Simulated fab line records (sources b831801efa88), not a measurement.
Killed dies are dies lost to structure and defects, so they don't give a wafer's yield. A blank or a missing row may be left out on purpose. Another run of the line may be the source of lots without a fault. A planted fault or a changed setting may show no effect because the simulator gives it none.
fab line records	flow sky130
[record] lots = 6	wafers = 18	lastDay = 50
route steps=708 shown SD_N@343 PAD_OPEN@708
lots that met no fault: taken from a fault-free run of the same line
startH: start of the lot's first displayed wafer, in hours after the record's first day	waitH: hours from the lot's prior step to this one	" identical to the entry in the row above	L1.1+2: a row that stands for several wafers	- either no value or no given start	* or withheld: withheld	< > ~ a bound
route shown NAME@n: NAME is a module with steps in the file, n the number in the route of the first one	usual: mean/standard deviation of fault-free wafers	same: alike in all rows	chamber/n: place in a boat	sites: readings site by site	_std_site: how widely they spread, as a standard deviation	_edge_site: the outer-site mean with the inner-site mean subtracted	radiusMm: for every site, how far away it sits from the centre of the wafer	mask NAME#n: copy n	behind: the last tool/chamber to shape the wafer	hold: reason for holding the lot/hours on hold/outcome of the hold	device: which transistor (n, p or np) failed to switch	end of line: at the end of the route, the tests of the same wafers	a step given without rows: its recipe and nothing more	killed: not the wafer's yield, but the dies lost to structure and defects at the first sort	map: dies across one wafer; x = killed, . = not, _ = none there
set.NAME: the setting the step ran with; set.NAME@STEP: the setting that earlier step ran with	model.NAME: the simulator's own value behind a step, which no gauge read
lots seen at some steps along the route; tables by step, rows by wafer
services: the hour from which a tool's chamber was out of use, counted from the record's first day as startH (under 0 if before that day), plus the number of hours and why
[[steps]]
[step SKY_SD_N_HMDS_01]
[recipe] primeTimeS = 60	primeTempC = 120
[step SKY_SD_N_COAT_02]
[recipe] resist = NOVOLAK	spinRpm = 3000	resistThkNm = 1140
[step SKY_SD_N_SOFTBAKE_03]
[recipe] tempC = 90	timeS = 60	resist = NOVOLAK
[step SKY_SD_N_EXPOSE_04]
[recipe] maskId = NSDM	na = 0.6	sourceShape = conventional	sigmaOuter = 0.6	polarization = unpolarized	targetCdNm = 380	doseMj = 141
[step SKY_SD_N_PEB_05]
[recipe] tempC = withheld	timeS = *	resist = NOVOLAK
[step SKY_SD_N_DEVELOP_06]
[recipe] resist = NOVOLAK	developer = TMAH	developTimeS = 60	devTempC = 23
[step SKY_SD_N_CD_MEAS_07]
[recipe] targetCdNm = 380
[usual] cdNm = 379.6/2.3
lot.wafer	tool	chamber	startH	waitH	cdNm
L780.2	cdSem-01	-	662.36	0.1	381.5
L780.4	"	-	"	"	379.5
L780.5	"	-	"	"	379.9
L781.1	cdSem-02	-	662.64	0.1	382.8
L781.3	"	-	"	"	379.1
L781.4	"	-	"	"	380.9
L790.1	cdSem-01	-	728.83	0.1	377.6
L790.3	"	-	"	"	377.2
L790.4	"	-	"	"	377.0
L791.1	cdSem-01	-	736.03	0.1	378.3
L791.2	"	-	"	"	377.0
L791.3	"	-	"	"	379.5
L799.1	cdSem-01	-	804.38	0.1	381.8
L799.2	"	-	"	"	382.2
L799.4	"	-	"	"	382.7
L803.1	cdSem-01	-	844.18	0.1	380.5
L803.2	"	-	"	"	378.9
L803.4	"	-	"	"	378.6
[step SKY_SD_N_OVL_MEAS_08]
[usual] SD_N_OVL = 1.2/1.6
lot.wafer	tool	chamber	startH	waitH	SD_N_OVL[nm]
L780.2	overlay-02	-	662.47	0.1	-1.3
L780.4	"	-	"	"	-1.9
L780.5	"	-	"	"	-0.7
L781.1	overlay-01	-	662.76	0.1	-0.3
L781.3	"	-	"	"	0.8
L781.4	"	-	"	"	1.9
L790.1	overlay-01	-	728.95	0.1	3.0
L790.3	"	-	"	"	0.7
L790.4	"	-	"	"	1.0
L791.1	overlay-02	-	736.15	0.1	1.2
L791.2	"	-	"	"	-0.7
L791.3	"	-	"	"	1.1
L799.1	overlay-02	-	804.50	0.1	1.7
L799.2	"	-	"	"	0.8
L799.4	"	-	"	"	0.6
L803.1	overlay-02	-	844.30	0.1	1.5
L803.2	"	-	"	"	1.2
L803.4	"	-	"	"	0.8
[step SKY_SD_N_IMPLANT_09]
[recipe] species = As	energyKev = 50	doseCm2 = 4e+15	tiltDeg = 0
[step SKY_SD_N_IMPLANT_10]
[recipe] species = P	energyKev = 20	doseCm2 = 1e+14	tiltDeg = 0
[step SKY_SD_N_STRIP_11]
[recipe] chemistry = O2/N2	powerW = 1400	pressureMtorr = 1500	platenTempC = withheld	o2FlowSccm = 3000	n2FlowSccm = 300	overashFraction = 0.5
[usual] drypumpMotorCurrentA = 5.8/0.46	oesProductAu = 0.528/0.0046	stripTimeToEndpointS = 22.55/0.045
lot.wafer	tool	chamber	startH	waitH	drypumpMotorCurrentA	oesProductAu	rfHoursCounterH	stripTimeToEndpointS
L780.2	plasmaAsher-03	1	662.80	0.1	6.1	0.530	95	22.61
L780.4	"	1	"	"	6.1	0.530	-	22.59
L780.5	"	1	"	"	6.1	0.529	-	22.59
L781.1	plasmaAsher-02	1	663.10	0.1	6.1	0.528	53	22.54
L781.3	"	0	"	"	5.0	0.529	-	22.54
L781.4	"	1	"	"	6.1	0.538	-	22.55
L790.1	plasmaAsher-01	0	729.28	0.1	6.3	0.527	30	22.56
L790.3	"	0	"	"	6.3	0.528	-	22.59
L790.4	"	1	"	"	5.7	0.525	-	22.57
L791.1	plasmaAsher-01	0	736.48	0.1	6.3	0.522	31	22.59
L791.2	"	1	"	"	5.6	0.534	31	22.58
L791.3	"	1	"	"	5.7	0.530	-	22.57
L799.1	plasmaAsher-01	1	804.84	0.1	5.7	0.532	38	22.56
L799.2	"	0	"	"	6.4	0.526	38	22.56
L799.4	"	0	"	"	6.3	0.528	-	22.53
L803.1	plasmaAsher-01	0	844.64	0.1	6.4	0.528	43	22.49
L803.2	"	1	"	"	5.6	0.526	43	22.49
L803.4	"	1	"	"	5.6	0.522	-	22.45
[step SKY_SD_N_TW_MEAS_12]
[usual] SD_N_TW = 3999/53
lot.wafer	tool	chamber	startH	waitH	SD_N_TW
L780.2	filmMetro-01	-	662.91	0.1	4062
L780.4	"	-	"	"	4060
L780.5	"	-	"	"	4067
L781.1	filmMetro-01	-	663.20	0.1	4070
L781.3	"	-	"	"	4091
L781.4	"	-	"	"	4084
L790.1	filmMetro-03	-	729.38	0.1	3931
L790.3	"	-	"	"	3929
L790.4	"	-	"	"	3921
L791.1	filmMetro-03	-	736.58	0.1	3932
L791.2	"	-	"	"	3918
L791.3	"	-	"	"	3946
L799.1	filmMetro-03	-	804.94	0.1	3970
L799.2	"	-	"	"	3969
L799.4	"	-	"	"	3961
L803.1	filmMetro-01	-	844.74	0.1	4072
L803.2	"	-	"	"	4080
L803.4	"	-	"	"	4061
[step SKY_SD_N_CLEAN_13]
[recipe] chemistry = SC1/SC2	mix = 1:4:20	tempC = 70	timeS = 150	dry = n2Spin
[usual] runLengthS = 177/3.4	tempC = 70.00/0.12
lot.wafer	tool	chamber	startH	waitH	runLengthS	tempC
L780.2	wetBench-03	0	662.96	0.0	178	69.88
L780.4	"	0	"	"	178	69.92
L780.5	"	0	"	"	178	69.91
L781.1	wetBench-01	3	663.26	0.1	176	70.12
L781.3	"	3	"	"	176	70.33
L781.4	"	3	"	"	176	69.97
L790.1	wetBench-01	0	729.44	0.1	98	70.14
L790.3	"	0	"	"	98	69.91
L790.4	"	0	"	"	98	70.00
L791.1	wetBench-01	2	736.64	0.1	98	70.11
L791.2	"	2	"	"	98	70.02
L791.3	"	2	"	"	98	69.90
L799.1	wetBench-04	1	805.00	0.1	177	69.90
L799.2	"	1	"	"	177	69.90
L799.4	"	1	"	"	177	70.04
L803.1	wetBench-01	2	844.80	0.1	175	70.12
L803.2	"	2	"	"	175	70.03
L803.4	"	2	"	"	175	70.04
[step SKY_SD_N_RTA_14]
[recipe] tempC = 1075	timeS = 2	idleTempC = 650	rampUpCPerS = 150	rampDownCPerS = 90	ambient = N2
[usual] lampPowerPct = 15.72/0.054	wafer_temp_C_max = 1078.0/1.4
[same] timeS = 2
lot.wafer	tool	chamber	startH	waitH	lampPowerPct	wafer_temp_C_max
L780.2	rtpAnneal-02	0	663.01	0.0	15.73	1077.1
L780.4	"	0	"	"	15.64	1077.1
L780.5	"	0	"	"	15.64	1081.3
L781.1	rtpAnneal-01	0	663.31	0.0	15.71	1076.8
L781.3	"	0	"	"	15.75	1077.2
L781.4	"	0	"	"	15.71	1077.3
L790.1	rtpAnneal-02	0	729.49	0.0	15.67	1078.2
L790.3	"	0	"	"	15.70	1077.6
L790.4	"	0	"	"	15.73	1077.9
L791.1	rtpAnneal-01	0	736.69	0.0	15.75	1078.5
L791.2	"	0	"	"	15.71	1076.5
L791.3	"	0	"	"	15.82	1079.2
L799.1	rtpAnneal-01	0	805.05	0.0	15.78	1076.9
L799.2	"	0	"	"	15.71	1080.7
L799.4	"	0	"	"	15.71	1077.5
L803.1	rtpAnneal-01	0	844.85	0.0	15.62	1078.7
L803.2	"	0	"	"	15.72	1079.8
L803.4	"	0	"	"	15.76	1076.9
[step SKY_PAD_OPEN_PROBE_99]
[usual] killed_at_M0_to_M3 = 45/6.8	killed_at_M4_up = 3.1/2	killedAtContacts = 23/5.2	killedAtFrontEnd = 14/3.7	killedAtOther = 0.3/0.61	killedDies = 86/9	killedOpen = 46/6.9	killedShort = 39/6.4
[same] grossDies = 492	killedAtBackSide = 0
lot.wafer	tool	chamber	startH	waitH	killed_at_M0_to_M3	killed_at_M4_up	killedAtContacts	killedAtFrontEnd	killedAtOther	killedDies	killedOpen	killedShort	model.etest.diodeNwellSub.leakLog10ACm2	model.etest.diodeDnwellSub.leakLog10ACm2	model.etest.diodePwellDnwell.leakLog10ACm2	model.etest.pfet_16v.offLog10AUm	model.etest.nfet_16v.offLog10AUm
L780.2	prober-01	-	1085.48	0.1	36	0	26	13	0	75	42	33	-7.287	-7.242	-7.53	-13.79	-13.72
L780.4	prober-01	-	1085.58	0.2	34	2	19	11	0	66	35	31	-7.204	-7.583	-7.404	-13.83	-13.78
L780.5	prober-01	-	1085.63	0.2	44	3	28	4	1	80	44	36	-7.375	-7.574	-7.63	-13.87	-13.84
L781.1	prober-02	-	1086.83	0.1	42	7	22	15	1	87	46	41	-7.334	-7.408	-7.564	-13.84	-13.93
L781.3	prober-02	-	1086.93	0.2	45	1	27	14	0	87	48	39	-7.14	-7.727	-7.845	-14	-13.9
L781.4	prober-02	-	1086.98	0.2	40	3	23	11	0	77	45	32	-7.196	-7.337	-7.517	-13.86	-13.77
L790.1	prober-01	-	1134.00	0.1	39	3	27	15	0	84	46	38	-6.808	-6.915	-7.167	-13.66	-13.76
L790.3	prober-01	-	1134.10	0.2	41	0	19	13	1	74	46	28	-6.923	-6.879	-7.247	-13.79	-13.71
L790.4	prober-01	-	1134.15	0.2	58	5	25	16	0	104	60	44	-7.148	-6.878	-7.219	-13.81	-13.78
L791.1	prober-02	-	1139.16	0.1	48	2	23	14	1	88	43	45	-6.664	-6.959	-7.28	-13.79	-13.74
L791.2	prober-02	-	1139.21	0.1	43	3	22	12	0	80	42	37	-6.9	-6.862	-7.243	-13.77	-13.74
L791.3	prober-02	-	1139.26	0.2	37	1	31	14	0	83	55	28	-7.204	-7.036	-7.362	-13.77	-13.68
L799.1	prober-02	-	1182.95	0.1	47	2	23	12	1	85	40	43	-7.261	-7.324	-7.643	-13.86	-13.71
L799.2	prober-02	-	1183.00	0.1	42	5	31	11	0	89	55	34	-6.969	-7.31	-7.622	-13.95	-13.69
L799.4	prober-02	-	1183.10	0.2	44	3	21	7	0	75	38	37	-7.414	-7.481	-7.452	-13.89	-13.83
L803.1	prober-02	-	1209.11	0.1	41	5	21	12	1	80	44	36	-7.499	-7.482	-7.45	-13.85	-13.92
L803.2	prober-02	-	1209.16	0.1	45	4	27	13	0	89	57	31	-7.255	-7.328	-7.55	-13.85	-13.75
L803.4	prober-02	-	1209.26	0.2	57	4	25	16	0	102	49	52	-7.43	-7.296	-7.575	-13.97	-13.83
// killed by level:class
L780.2 LI_CONTACT:geometricParticle:open=10 VIA1:geometricParticle:open=9 CONTACT:geometricParticle:open=8 VIA1:geometricParticle:short=6 METAL1:geometricParticle:short=5 FIELD_ISO:geometricParticle:open=4 FIELD_ISO:geometricParticle:short=4 METAL3:geometricParticle:short=4
L780.4 VIA1:geometricParticle:open=10 CONTACT:geometricParticle:open=7 CONTACT:geometricParticle:short=4 METAL1:geometricParticle:short=4 VIA2:geometricParticle:open=4 FIELD_ISO:geometricParticle:open=3 POLY_GATE:geometricParticle:open=3 VIA2:geometricParticle:short=3
L780.5 VIA1:geometricParticle:open=13 CONTACT:geometricParticle:open=11 LI_CONTACT:geometricParticle:open=7 LOCAL_INTERCONNECT:geometricParticle:short=7 VIA1:geometricParticle:short=6 VIA3:geometricParticle:short=6 VIA2:geometricParticle:open=5 METAL1:geometricParticle:short=4
L781.1 VIA1:geometricParticle:open=9 CONTACT:geometricParticle:open=7 METAL2:geometricParticle:short=7 VIA2:geometricParticle:open=6 POLY_GATE:geometricParticle:short=5 LI_CONTACT:geometricParticle:open=5 VIA3:geometricParticle:open=5 VIA1:geometricParticle:short=5
L781.3 VIA1:geometricParticle:open=14 CONTACT:geometricParticle:open=8 VIA1:geometricParticle:short=7 VIA3:geometricParticle:open=7 METAL1:geometricParticle:short=6 LI_CONTACT:geometricParticle:open=5 POLY_GATE:geometricParticle:short=4 LI_CONTACT:geometricParticle:short=4
L781.4 VIA1:geometricParticle:open=11 LI_CONTACT:geometricParticle:open=10 CONTACT:geometricParticle:open=6 METAL1:geometricParticle:short=6 VIA3:geometricParticle:open=6 CONTACT:geometricParticle:short=4 POLY_GATE:geometricParticle:open=3 METAL4:geometricParticle:short=3
L790.1 CONTACT:geometricParticle:open=9 VIA1:geometricParticle:open=9 METAL1:geometricParticle:short=8 FIELD_ISO:geometricParticle:open=6 LI_CONTACT:geometricParticle:open=6 CONTACT:geometricParticle:short=6 LI_CONTACT:geometricParticle:short=5 VIA2:geometricParticle:open=5
L790.3 VIA1:geometricParticle:open=11 CONTACT:geometricParticle:open=8 VIA2:geometricParticle:open=8 LI_CONTACT:geometricParticle:open=7 METAL1:geometricParticle:short=4 VIA1:geometricParticle:short=4 POLY_GATE:geometricParticle:short=3 METAL3:geometricParticle:short=3
L790.4 CONTACT:geometricParticle:open=12 VIA1:geometricParticle:open=11 VIA3:geometricParticle:open=10 VIA2:geometricParticle:open=9 METAL2:geometricParticle:short=7 LI_CONTACT:geometricParticle:open=6 METAL1:geometricParticle:short=5 VIA1:geometricParticle:short=5
L791.1 VIA2:geometricParticle:open=11 CONTACT:geometricParticle:open=9 LI_CONTACT:geometricParticle:open=7 METAL1:geometricParticle:short=7 VIA1:geometricParticle:open=7 METAL2:geometricParticle:short=7 POLY_GATE:geometricParticle:short=5 FIELD_ISO:geometricParticle:short=4
L791.2 VIA1:geometricParticle:open=13 VIA3:geometricParticle:open=9 CONTACT:geometricParticle:open=7 METAL2:geometricParticle:short=6 LI_CONTACT:geometricParticle:open=5 POLY_GATE:geometricParticle:short=4 VIA1:geometricParticle:short=4 VIA3:geometricParticle:short=4
L791.3 CONTACT:geometricParticle:open=12 LI_CONTACT:geometricParticle:open=11 VIA1:geometricParticle:open=9 VIA2:geometricParticle:open=8 METAL1:geometricParticle:short=6 POLY_GATE:geometricParticle:open=5 POLY_GATE:geometricParticle:short=5 LOCAL_INTERCONNECT:geometricParticle:short=5
L799.1 VIA1:geometricParticle:open=8 LI_CONTACT:geometricParticle:open=8 VIA1:geometricParticle:short=7 VIA3:geometricParticle:open=7 CONTACT:geometricParticle:open=6 METAL1:geometricParticle:short=5 METAL2:geometricParticle:short=5 VIA3:geometricParticle:short=5
L799.2 CONTACT:geometricParticle:open=13 VIA2:geometricParticle:open=8 VIA1:geometricParticle:open=7 VIA1:geometricParticle:short=7 VIA3:geometricParticle:open=7 CONTACT:geometricParticle:short=6 LI_CONTACT:geometricParticle:open=6 FIELD_ISO:geometricParticle:open=4
L799.4 CONTACT:geometricParticle:open=10 VIA2:geometricParticle:open=8 METAL1:geometricParticle:short=7 VIA1:geometricParticle:open=6 METAL2:geometricParticle:short=6 CONTACT:geometricParticle:short=5 VIA3:geometricParticle:open=5 VIA1:geometricParticle:short=4
L803.1 LI_CONTACT:geometricParticle:open=12 VIA3:geometricParticle:open=10 VIA2:geometricParticle:short=7 VIA1:geometricParticle:open=7 VIA3:geometricParticle:short=5 CONTACT:geometricParticle:open=4 METAL2:geometricParticle:short=4 FIELD_ISO:geometricParticle:open=3
L803.2 VIA3:geometricParticle:open=12 CONTACT:geometricParticle:open=11 VIA1:geometricParticle:open=11 FIELD_ISO:geometricParticle:open=6 LI_CONTACT:geometricParticle:open=6 LOCAL_INTERCONNECT:geometricParticle:short=5 VIA1:geometricParticle:short=5 VIA2:geometricParticle:open=5
L803.4 METAL2:geometricParticle:short=11 VIA1:geometricParticle:open=10 VIA2:geometricParticle:open=9 CONTACT:geometricParticle:open=8 VIA3:geometricParticle:open=7 FIELD_ISO:geometricParticle:short=5 LI_CONTACT:geometricParticle:open=5 LI_CONTACT:geometricParticle:short=5
[[services]]
tool	chamber	startH	hours	kind
plasmaAsher-03	-	733.75	9.0	pm
plasmaAsher-03	0	733.75	9.0	ventCycle
plasmaAsher-03	1	733.75	9.0	ventCycle
plasmaAsher-03	0	742.75	-	clean
plasmaAsher-03	1	742.75	-	clean
wetBench-03	-	782.41	1.9	pm
plasmaAsher-03	-	799.04	25.4	pm
[[key]]
[firstSign] step = SKY_SD_N_CLEAN_13	reading = runLengthS	direction = down	sigmas = 23	usual = *	struck = *
effect none on later readings
[modelEffect] step = SKY_PAD_OPEN_PROBE_99	value = etest.diodeNwellSub.leakLog10ACm2	without = -7.393	struck = -6.941
metAt SKY_SD_N_CLEAN_13
struckWafers L790.1,L790.3,L790.4,L791.1,L791.2,L791.3
testerLeftOut L790,L791
onsetBetween 663.26 729.44
[fault] kind = processParameterDrift	tool = wetBench-01	chamber = -	onsetH = 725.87	steps = SKY_SD_N_CLEAN_13	channel = timeS	offset = *	shape = step	endH = 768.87	actsIn = *	stated = *
// testerLeftOut: of these lots the tester's yield and bins aren't shown, on N5 and GAA mostly nor the transistor test; their killed dies are dies lost to structure and defects alone, not to doping, threshold or leakage, so they don't give the yield
